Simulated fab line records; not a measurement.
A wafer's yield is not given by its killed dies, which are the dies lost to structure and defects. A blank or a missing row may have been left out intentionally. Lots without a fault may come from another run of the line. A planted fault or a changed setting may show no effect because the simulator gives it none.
Comparing a struck lot with a sound one -- flow sky130 -- 36 steps out of a route of 708
Sound: wafers L102.2, L102.5, L102.6. Wafers struck: L105.3, L105.4, L105.6. At the end, the cause is stated.
Each step with rows lists, per side, the tool, then ch with its chambers, then its first start. Under that, the readings that differ: sound wafers -- struck wafers -- difference of the means -- sigmas: that difference in standard deviations of wafers without a fault.
alike: readings with means less than 2 such deviations apart, plus words and numbers identical on both sides. not compared: withheld readings, readings lacking a value on some wafer, bounds such as >300 that could conceal the same value, and numbers that have no deviation in the record and whose values overlap.
A row with sigmas, a row that says differs or no value, or rows on one side alone: a step with any of these is where the two part. Numbers that don't overlap but have no deviation are shown without sigmas and don't part them. Lack of a reading on every wafer of one side parts them only where that side has two or more wafers.

first, 10 steps without rows for these wafers: SKY_DNWELL_DEVELOP_06 (develop time 60 s); SKY_DNWELL_IMPLANT_07; SKY_DNWELL_STRIP_08 (strips in O2/N2); SKY_PWDE_DEHYDRATE_00 (time 60 s); SKY_PWDE_HMDS_01 (prime time 60 s); SKY_PWDE_COAT_02 (resist thk 3000 nm); SKY_PWDE_SOFTBAKE_03; SKY_PWDE_EXPOSE_04 (exposes mask PWDEM, target cd 840 nm); SKY_PWDE_PEB_05; SKY_PWDE_DEVELOP_06 (develop time 60 s).
SKY_PWDE_IMPLANT_08:
  sound on implanter-04 ch 0, day 4 02:59; struck on implanter-04 ch 0, day 5 06:07
reading,sound,struck,difference,sigmas
dose-ions-cm2,3.604e+12 3.606e+12 3.605e+12,3.485e+12 3.483e+12 3.485e+12,-1.207e+11,-29
  alike: end-station-pressure-torr
then, 23 steps without rows for these wafers: SKY_PWDE_STRIP_09 (strips in O2/N2); SKY_NWELL_DEHYDRATE_03 (time 60 s); SKY_NWELL_HMDS_04 (prime time 60 s); SKY_NWELL_COAT_05 (resist thk 3000 nm); SKY_NWELL_SOFTBAKE_06; SKY_NWELL_EXPOSE_07 (exposes mask NWM, target cd 840 nm); SKY_NWELL_PEB_08; SKY_NWELL_DEVELOP_09 (develop time 60 s); SKY_NWELL_IMPLANT_11; SKY_NWELL_IMPLANT_12; SKY_NWELL_IMPLANT_13; SKY_NWELL_STRIP_14 (strips in O2/N2); SKY_NWELL_DEHYDRATE_16 (time 60 s); SKY_NWELL_HMDS_17 (prime time 60 s); SKY_NWELL_COAT_18 (resist thk 3000 nm); SKY_NWELL_SOFTBAKE_19; SKY_NWELL_EXPOSE_20 (exposes mask NWM COMPLEMENT, target cd 840 nm); SKY_NWELL_PEB_21; SKY_NWELL_DEVELOP_22 (develop time 60 s); SKY_NWELL_IMPLANT_24; SKY_NWELL_STRIP_25 (strips in O2/N2); SKY_NWELL_CLEAN_27 (cleans in SC1/SC2, time 150 s); SKY_NWELL_RTA_28 (time 30 s).
SKY_NWELL_RS_MEAS_31: the measuring method here is four-point-probe.
  sound on film-metro-04 at day 5 14:48; struck on film-metro-04 at day 6 20:23
reading,sound,struck,difference,sigmas
PWDE_RS (ohm/sq),5275 5271 5266,5411 5405 5421,+142,+9
-- the record jumps here: 40 days lie between the struck wafers' starts before and after (it left off in module NWELL and takes up again in module PAD_OPEN, whose first step shown is number 708 of the route) --
SKY_PAD_OPEN_PROBE_99:
  sound on prober-02 at day 45 21:04; struck on prober-01 at day 47 03:34
reading,sound,struck,difference,sigmas
model.etest.res-pwde-under-gate.rs-ohm-sq,6216 6285 6256,6338 6346 6348,+92,
  alike: killed_at_M0_to_M3, killed_at_M4_up, killed-at-contacts, killed-at-front-end, killed-at-other, killed-dies, killed-open, killed-short

WHERE THEY PART
First at SKY_PWDE_IMPLANT_08; last, within this record, at SKY_NWELL_RS_MEAS_31. Later steps at which nothing parts them and some readings are alike: SKY_PAD_OPEN_PROBE_99.

WHY: what the simulator had put in
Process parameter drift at SKY_PWDE_IMPLANT_08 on implanter-04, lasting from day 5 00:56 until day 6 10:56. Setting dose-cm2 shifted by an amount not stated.
